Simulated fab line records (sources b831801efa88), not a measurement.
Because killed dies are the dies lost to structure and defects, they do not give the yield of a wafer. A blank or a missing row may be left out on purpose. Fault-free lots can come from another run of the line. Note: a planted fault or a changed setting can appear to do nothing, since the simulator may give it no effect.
Which tool is to blame? :: flow gf180mcu :: at 1 step of a route of 602, 11 lots with 33 wafers sampled

== WHAT THE GAUGES SHOWED, per wafer ==
GF_V5_CD_MEAS_14: target cd 260 nm.
lot: L484
measured: day 27 00:51
on: cd_sem-01
cd_nm (nm): 260.2 261.5 260.8

lot: L485
measured: day 27 08:57
on: cd_sem-01
cd_nm (nm): 260.0 258.6 259.5

lot: L486
measured: day 27 16:04
on: cd_sem-01
cd_nm (nm): 261.1 261.3 263.1

lot: L487
measured: day 28 03:52
on: cd_sem-01
cd_nm (nm): 257.9 257.9 258.9

lot: L488
measured: day 28 13:14
on: cd_sem-02
cd_nm (nm): 258.8 258.9 260.4

lot: L495
measured: day 30 14:43
on: cd_sem-01
cd_nm (nm): 260.9 260.3 259.8

lot: L496
measured: day 30 20:18
on: cd_sem-01
cd_nm (nm): 259.8 259.2 261.9

lot: L498
measured: day 31 10:07
on: cd_sem-01
cd_nm (nm): 260.9 262.0 260.9

lot: L500
measured: day 31 20:52
on: cd_sem-02
cd_nm (nm): 259.5 260.9 261.8

lot: L502
measured: day 32 08:13
on: cd_sem-02
cd_nm (nm): 258.1 259.4 259.3

lot: L505
measured: day 33 13:29
on: cd_sem-01
cd_nm (nm): 260.4 260.1 260.9

== TOOL THAT RAN EACH LOT (tool first, then ch and the chambers of the sampled wafers, then the start) ==
Before these readings, the record contains no process step.

== WHAT THE TOOLS THEMSELVES READ (means of the sampled wafers that have a number; where no wafer has one, the mark that the record gives instead) ==
The record holds no such reading with a usual standard deviation.

== THE ANSWER, worked out from the rows above alone ==
Rule: usual is defined by the lots themselves. The widest of any qualifying gaps counts: lots, ordered by their means at a reading, are off when they make up no more than a third of the lots, leave a main group of 4 or more, and stand apart from it by 3 or more times the standard deviation of that group's means. Not used: any main group whose means are identical at the precision the tables above print for the reading. A lot without any number at a reading at which 4 lots or more have one is off too. The other lots that the step has rows for count as sound. After the gauges, taken in route order, come the tools' own readings; for these a lot's mean is taken, as printed above. The first step at which some lot is off is used, and at that step the reading that is off furthest; a lot without a number counts as furthest.
No lot is off on any of the readings shown, so nothing can be concluded from this.

== WHAT THE SIMULATOR HAD INSERTED ==
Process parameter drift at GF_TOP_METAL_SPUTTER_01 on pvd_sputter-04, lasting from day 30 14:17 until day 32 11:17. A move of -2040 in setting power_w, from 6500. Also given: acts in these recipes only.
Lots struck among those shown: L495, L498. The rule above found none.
